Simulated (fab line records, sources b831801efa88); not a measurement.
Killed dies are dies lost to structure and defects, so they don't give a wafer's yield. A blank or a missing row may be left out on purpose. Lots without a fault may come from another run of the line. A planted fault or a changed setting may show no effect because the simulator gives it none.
Chamber matching | flow sky130 | SKY_VIA1_ETCH_15 on rie_diel-04: 4 sister chambers
The step etches SiO2 in C4F8/O2/Ar, stops on TiN, target depth 351 nm, time 54 s. 4 wafers are shown with their chamber, then 11 later ones without.

WAFERS WITH THEIR CHAMBER
wafer  | chamber | oes_product_au (a.u.)
L088.2 | 2       | 0.983
L090.1 | 3       | 0.977
L090.4 | 0       | 0.984
L092.1 | 1       | 0.985

WAFERS WITHOUT THEIR CHAMBER
wafer  | oes_product_au (a.u.)
L092.2 | 0.974
L092.5 | 0.978
L094.1 | 0.979
L094.5 | 0.974
L094.6 | 0.985
L095.1 | 0.980
L095.2 | 0.970
L095.3 | 0.977
L095.4 | 0.980
L095.5 | 0.983
L095.6 | 0.977

WHICH CHAMBER EACH WENT THROUGH
wafer  | from the rows above               | in truth
L092.2 | 3                                 | 3
L092.5 | can't be placed: 3 or 2 or 0      | 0
L094.1 | can't be placed: 3 or 2 or 0 or 1 | 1
L094.5 | 3                                 | 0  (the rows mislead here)
L094.6 | can't be placed: 1 or 0 or 2      | 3
L095.1 | can't be placed: 2 or 3 or 0 or 1 | 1
L095.2 | 3                                 | 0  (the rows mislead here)
L095.3 | 3                                 | 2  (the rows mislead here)
L095.4 | can't be placed: 2 or 3 or 0 or 1 | 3
L095.5 | can't be placed: 2 or 0 or 1      | 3
L095.6 | 3                                 | 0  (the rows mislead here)
Placed correctly: 1 of 11. Can't be placed from these rows: 6 (the true chamber is among the candidates in 4). Placed wrongly: 4.
How it was worked out, from the rows above alone: a wafer's distance from a chamber is the root of the sum, over the readings, of the square of ((its reading less the chamber's mean) divided by the reading's scatter). The wafer belongs to the nearest chamber; if the next one is less than 2 further off, it can't be placed. A chamber's mean is the mean of its shown wafers. The scatter: with one shown wafer a chamber, the root of the mean of the squares of how far each hidden wafer lies from its nearest shown one.
